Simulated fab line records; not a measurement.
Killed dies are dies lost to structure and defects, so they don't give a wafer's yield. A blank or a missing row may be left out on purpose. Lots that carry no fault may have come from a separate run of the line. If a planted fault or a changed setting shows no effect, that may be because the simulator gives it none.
Problem report, 8D (eight disciplines) form, completed by code || flow gf180mcu || the parts of the form that need people (team, actions taken, sign-off) are left out

## 1. THE PROBLEM
Mean of rf_fwd_power_W at GF_V5_CVD_02: 501.0 W across 6 wafers in 2 lots; on wafers with no fault it is 597.3 W (standard deviation 2). Relative to the usual mean, that is a shift of -48 standard deviations.
The step: deposits SiO2 from TEOS, target thk 1450 nm, time 163.28 s.
Seen first at day 31 22:22 on pecvd-03, wafer L776.1. The record has a number at this step for 42 wafers belonging to 14 lots. By rule, "out" or "out of limits" means more than 4 standard deviations away from the usual mean. Any other wafer with a number is counted as sound.

## 2. WHAT IT IS, AND WHAT IT ISN'T
{"question": "which readings at this step", "is": "rf_fwd_power_W", "is not": "heater_power_w"}
{"question": "which lots", "is": "L776, L777", "is not": "L757, L759, L761, L762, L763, L764, L765, L767, L768, L769, L774, L779"}
{"question": "which wafers of those lots", "is": "all that have a number", "is not": "-"}
{"question": "read on which tools", "is": "pecvd-03", "is not": "pecvd-01, pecvd-02"}
{"question": "when", "is": "from day 31 22:22", "is not": "up to then (33 sound wafers); but 3 sound wafers of L779 came after"}

## 3. THE SUSPECTS, EACH WITH WHAT RULES IT OUT
Counting: any tool at a process step up to the reading is kept as a suspect provided that every lot that is out went through it and no sound lot did after the first of them.
- pecvd-03 at GF_V5_CVD_02 (deposits SiO2 from TEOS, target thk 1450 nm, time 163.28 s): kept. It processed each lot that is out, first L776 at day 31 22:22, and no sound lot thereafter; up to then, the last sound lot it processed was L769 at day 30 09:09. On those wafers its own readings are out: rf_fwd_power_W.
Left after counting: pecvd-03 at GF_V5_CVD_02.

## 4. THE CAUSE (what the simulator had put in)
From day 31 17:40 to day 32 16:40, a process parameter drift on pecvd-03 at GF_V5_CVD_02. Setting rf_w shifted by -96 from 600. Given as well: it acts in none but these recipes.
This tool alone remained once counting was done.

## 5. THE CHAIN OF EFFECTS, in route order
Each row: a reading where the mean over the struck wafers with a number is more than 3 standard deviations away from the usual. Readings are gone through only where the record gives a usual standard deviation; hours: the median, over the lots, of the time from a lot's start at the first step in this table giving one to that lot's start at this step; sigmas: the change measured in usual standard deviations.
{"hours": 0, "step": "GF_V5_CVD_02", "reading": "rf_fwd_power_W", "usual": "597.3 W", "on struck wafers": 501.0, "change": -96.3, "sigmas": -48}
Its process steps:
- GF_V5_CVD_02: deposits SiO2 from TEOS, target thk 1450 nm, time 163.28 s.

## 6. HOW IT WOULD HAVE BEEN CAUGHT EARLIER
5 hours passed between the start of the fault at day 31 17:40 and the first reading out of limits in this record, taken at day 31 22:22.
